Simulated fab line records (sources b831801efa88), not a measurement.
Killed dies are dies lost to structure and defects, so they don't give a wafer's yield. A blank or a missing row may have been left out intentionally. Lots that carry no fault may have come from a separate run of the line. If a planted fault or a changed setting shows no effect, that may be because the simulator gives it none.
A lot that was struck, set against a sound lot ; flow gf180mcu ; 20 out of 602 route steps
Sound: wafers L991.3, L991.4, L991.5. The struck wafers were L100.2, L100.3, L100.4. The cause comes at the end.
Order at every step that has rows: each side's tool, ch and its chambers, its first start. Under that, the readings that differ: sound wafers ; struck wafers ; difference of the means ; sigmas: that difference in standard deviations of wafers without a fault.
alike: same words and numbers on both sides, and readings whose means sit less than 2 such deviations apart. not compared: any withheld reading, any reading some wafer has no value for, any bound like >300 that may hide the same value, and any number with overlapping values for which the record gives no deviation.
A row with sigmas, a row that says differs or no value, or rows on one side alone: a step with any of these is where the two part. Non-overlapping numbers with no deviation appear without sigmas and do not part them. A reading that every wafer of one side lacks parts them only if that side has two wafers or more.

first, 6 steps without rows for these wafers: GF_M1_HMDS_08 (prime time 60 s); GF_M1_COAT_09 (resist thk 1000 nm); GF_M1_SOFTBAKE_10 (time 60 s); GF_M1_EXPOSE_11 (exposes mask Metal1, target cd 230 nm); GF_M1_PEB_12 (peb time 90 s); GF_M1_DEVELOP_13 (develop time 60 s).
GF_M1_CD_MEAS_14 targets a cd of 230 nm.
  sound on cd-sem-02, day 17 09:03; struck on cd-sem-02, day 21 02:47
  alike: cd-nm
GF_M1_OVL_MEAS_15:
  sound on overlay-02, day 17 09:08; struck on overlay-02, day 21 02:54
  alike: M1_OVL
GF_M1_METAL_ETCH_16: etches the open film in Cl2/BCl3, stops on SiO2, target depth 750.8 nm, time 125.1 s.
  sound on rie-metal-04 ch 0,1, day 17 09:13; struck on rie-metal-04 ch 0, day 21 02:58
  alike: drypump-motor-current-A, oes-product-au, throttle-valve-pct
  not compared: rf-hours-counter-h
GF_M1_STRIP_17: strips in O2/N2.
  sound on plasma-asher-02 ch 0,1, day 17 09:20; struck on plasma-asher-03 ch 0,1, day 21 03:11
  alike: drypump-motor-current-A, heater-power-w, oes-product-au, platen-temp-c, strip-time-to-endpoint-s
  not compared: rf-hours-counter-h
then, 2 steps without rows for these wafers: GF_M1_STRIP_18 (strips in post etch residue remover, time 1200 s); GF_M1_CLEAN_19 (cleans in DIW).
GF_V1_CVD_00: deposits SiO2, target thk 600 nm, time 100 s.
  sound on hdpcvd-02 ch 0,1,2, day 17 09:52; struck on hdpcvd-02 ch 1,2, day 21 03:58
GF_V1_THK_MEAS_01:
  sound on film-metro-02, day 17 09:57; struck on film-metro-02, day 21 04:02
reading;sound;struck;difference;sigmas
V1_CVD_00_THK (nm);606 602 608;1208 1192 1184;+589;+98
GF_V1_CVD_02: deposits SiO2 from TEOS, target thk 850 nm, time 94.851 s.
  sound on pecvd-02 ch 1,2, day 17 09:59; struck on pecvd-04 ch 1,2, day 21 04:05
  alike: heater-power-w
GF_V1_THK_MEAS_03:
  sound on film-metro-02, day 17 10:05; struck on film-metro-02, day 21 04:10
  alike: V1_CVD_02_THK
GF_V1_CMP_04: polishes SiO2.
  sound on cmp-02 ch 1,2, day 17 10:10; struck on cmp-02 ch 0,1,2, day 21 04:13
  alike: motor-current-A, time-to-endpoint-s
GF_V1_BOW_MEAS_05:
  sound on film-metro-02, day 17 10:28; struck on film-metro-02, day 21 04:32
reading;sound;struck;difference;sigmas
V1_BOW (um);75 68 83;105 112 117;+36;+5
then, 1 step without rows for these wafers: GF_V1_DEHYDRATE_06 (time 60 s).
-- the record jumps here: 11 days lie between the struck wafers' starts before and after (it left off in module V1 and takes up again in module PASSIVATION, whose first step shown is number 602 of the route) --
GF_PASSIVATION_PROBE_99:
  the record has rows for the struck wafers here (prober-01, day 32 03:28) and none for the sound ones

WHERE THEY PART
Earliest at GF_V1_THK_MEAS_01; latest, in this record, at GF_PASSIVATION_PROBE_99.

WHY: the cause the simulator had injected
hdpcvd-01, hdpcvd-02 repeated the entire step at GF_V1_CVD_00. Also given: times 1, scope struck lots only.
